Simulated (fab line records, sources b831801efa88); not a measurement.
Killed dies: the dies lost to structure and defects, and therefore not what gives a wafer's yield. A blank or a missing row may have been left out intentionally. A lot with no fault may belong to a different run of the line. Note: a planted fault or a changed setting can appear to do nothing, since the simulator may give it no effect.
Chamber matching | flow sky130 | cmp-02 running SKY_CONTACT_CMP_04: 4 sister chambers
The step polishes SiO2. 8 wafers are shown with their chamber, then 7 later ones without.

WAFERS PAIRED WITH THEIR CHAMBERS
wafer  | chamber | motor current A (A) | time to endpoint s (s)
L597.1 | 3       | 12.0                | 91
L598.1 | 2       | 12.2                | 87
L598.3 | 0       | 10.8                | 91
L602.3 | 2       | 12.2                | 83
L602.4 | 0       | 10.9                | 88
L608.3 | 3       | 11.9                | 84
L608.4 | 1       | 11.7                | 79
L609.1 | 1       | 11.6                | 78

WAFERS WITHOUT THEIR CHAMBER
wafer  | motor current A (A) | time to endpoint s (s)
L609.3 | 11.4                | 78
L617.2 | 10.4                | 90
L617.4 | 12.8                | 86
L617.5 | 11.4                | 79
L618.2 | 10.7                | 93
L618.4 | 12.0                | 97
L618.5 | 12.0                | 87

CHAMBER TAKEN BY EACH
wafer  | from the rows above     | in truth
L609.3 | 1                       | 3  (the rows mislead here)
L617.2 | 0                       | 0
L617.4 | 2                       | 2
L617.5 | 1                       | 1
L618.2 | 0                       | 0
L618.4 | can't be placed: 3 or 2 | 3
L618.5 | 3                       | 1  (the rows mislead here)
Correct placement for 4 of the 7. Unplaceable from these rows: 1, with the true chamber sitting among the candidates in 1. Wrongly placed: 2.
How it was worked out, from the rows above alone: a wafer's distance from a chamber is the root of the sum, over the readings, of the square of ((its reading less the chamber's mean) divided by the reading's scatter). If the next closest chamber is less than 2 further off than the closest, the wafer can't be placed; otherwise it belongs to the closest. Each chamber's mean is taken over the wafers shown for it. The scatter: take each reading less its chamber's mean, square it, sum over the shown wafers, divide by the number of wafers less the number of chambers, and take the root.
